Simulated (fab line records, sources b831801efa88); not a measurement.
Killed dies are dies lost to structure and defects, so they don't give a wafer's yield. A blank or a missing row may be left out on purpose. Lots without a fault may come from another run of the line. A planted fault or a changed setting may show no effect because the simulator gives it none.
Problem report in the 8D (eight disciplines) form, filled by code | flow gf180mcu | the parts of the form that need people (team, actions taken, sign-off) are left out

1. THE PROBLEM
rf_fwd_power_W at GF_POLY_GATE_ETCH_12 reads a mean of 294.6 W on 2 wafers of 2 lots; wafers without a fault read 495.2 W with a standard deviation of 2. That is -99 or more standard deviations from the usual mean.
The step: etches BARC in N2/H2.
First seen on wafer L988.3, day 13 15:41, on rie_diel-01. The record holds 37 wafers of 13 lots with a number at this step. Rule for "out", or "out of limits": more than 4 standard deviations from the usual mean. The other wafers with a number count as sound.

2. WHAT IT IS AND WHAT IT IS NOT
question                    | is                | is not
which readings at this step | rf_fwd_power_W    | drypump_motor_current_A, oes_product_au, throttle_valve_pct
which lots                  | L988, L992        | L974, L975, L977, L979, L980, L983, L985, L986, L993, L994, L995
which wafers of those lots  | L988.3, L992.4    | L988.2, L992.1
read on which tools         | rie_diel-01       | rie_diel-02, rie_diel-03
when                        | from day 13 15:41 | up to then (25 sound wafers); but 10 sound wafers of L992, L993, L994, L995 came after

3. SUSPECTS, AND WHAT RULES EACH OUT
Counting: a tool at a process step up to the reading stays a suspect if it ran every lot that is out. Sound lots after the first of them don't rule it out here, since some wafers of a struck lot are sound.
- rie_diel-01 at GF_POLY_GATE_ETCH_12 (etches BARC in N2/H2): kept. It ran every lot that is out, first L988 (day 13 15:41); its last sound lot up to then is L986 (day 13 01:50). Its own readings are out on those wafers: rf_fwd_power_W.
- Within rie_diel-01 at GF_POLY_GATE_ETCH_12: the wafers that are out ran in chamber 1; their sound lot-mates ran in chambers 0, 2.
Left after counting: rie_diel-01 at GF_POLY_GATE_ETCH_12.

4. THE CAUSE (what the simulator had put in)
Process parameter drift: rie_diel-01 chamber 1, from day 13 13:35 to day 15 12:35, at GF_POLY_GATE_ETCH_12. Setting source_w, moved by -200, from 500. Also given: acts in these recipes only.
Counting left only this tool.

5. THE CHAIN OF EFFECTS, in route order
Each row: a reading whose mean over the struck wafers that have a number lies more than 3 standard deviations from the usual. Only readings for which the record gives a usual standard deviation are gone through. hours: the time from each lot's start at the first step in this table that gives one to its start at this step, as a median over the lots. sigmas: the change in usual standard deviations.
hours | step                 | reading        | usual   | on struck wafers | change | sigmas
0     | GF_POLY_GATE_ETCH_12 | rf_fwd_power_W | 495.2 W | 294.6            | -200.6 | -99 or more
The process steps in it:
- GF_POLY_GATE_ETCH_12: etches BARC in N2/H2.

6. WHAT WOULD HAVE CAUGHT IT SOONER
In this record the first reading out of limits was taken at day 13 15:41, 2 hours after the fault began at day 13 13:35.
